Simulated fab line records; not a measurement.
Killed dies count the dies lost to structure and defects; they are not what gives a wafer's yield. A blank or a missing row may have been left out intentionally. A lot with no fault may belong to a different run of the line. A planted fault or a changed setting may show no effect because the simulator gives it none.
Which tool was responsible?	flow gf180mcu	6 lots, 18 wafers sampled, at 3 steps of a route of 602

## WHAT EACH GAUGE READ, for each wafer
GF_POLY_GATE_THK_MEAS_01.
lot	measured	on	POLY_GATE_CVD_00_THK (nm)
L843	day 8 19:17	film-metro-01	198.6 201.0 200.3
L845	day 9 07:55	film-metro-03	199.3 196.5 197.6
L847	day 10 01:01	film-metro-04	201.0 200.9 199.8
L849	day 10 12:53	film-metro-04	198.2 197.4 200.0
L856	day 12 12:25	film-metro-04	251.4 252.6 252.1
L858	day 12 23:58	film-metro-01	253.6 255.4 255.2

## TOOL THAT RAN EACH LOT (tool first, then ch and the chambers of the sampled wafers, then the start)
lot	GF_DNWELL_STRIP_08	GF_POLY_GATE_CVD_00
L843	plasma-asher-04 ch 0,1, day 3 00:35	lpcvd-02 ch 0, day 8 17:57
L845	plasma-asher-03 ch 0,1, day 3 10:28	lpcvd-02 ch 1, day 9 06:34
L847	plasma-asher-03 ch 0,1, day 3 20:38	lpcvd-01 ch 0, day 9 23:40
L849	plasma-asher-02 ch 0,1, day 4 07:41	lpcvd-02 ch 0, day 10 11:33
L856	plasma-asher-03 ch 0,1, day 5 20:51	lpcvd-02 ch 0, day 12 11:05
L858	plasma-asher-02 ch 1, day 6 06:43	lpcvd-02 ch 1, day 12 22:37
- GF_DNWELL_STRIP_08: strips in O2/N2.
- GF_POLY_GATE_CVD_00: deposits poly-Si, target thk 200 nm, time 1200 s.

## THE ANSWER, worked out from the rows above alone
Rule: what is usual is taken from the lots themselves. The widest of any qualifying gaps counts: lots, ordered by their means at a reading, are off when they make up no more than a third of the lots, leave a main group of 4 or more, and stand apart from it by 3 or more times the standard deviation of that group's means. If all means in a main group match to the digits the tables above print for the reading, that group is not used. A lot without any number at a reading at which 4 lots or more have one is off too. Where the step has rows for the other lots, those lots are counted as sound.
Off: L856, L858, at GF_POLY_GATE_THK_MEAS_01 (POLY_GATE_CVD_00_THK). The main group: mean 199.2 nm, standard deviation 1.1.
A tool fits if, at a process step before that reading, it ran every lot that is off, and no sound lot after the first of them. The gauges at GF_POLY_GATE_THK_MEAS_01 are tried like those tools. One fits: GF_POLY_GATE_CVD_00 on lpcvd-02. A fault onset in the window from L849 (day 10 11:33, its last sound lot) to L856 (day 12 11:05, its first lot off) fits.

## WHAT THE SIMULATOR PUT IN
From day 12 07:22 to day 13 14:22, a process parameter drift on lpcvd-02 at GF_POLY_GATE_CVD_00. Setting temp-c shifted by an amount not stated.
Lots struck among those shown: L856, L858. The rule above found the same.
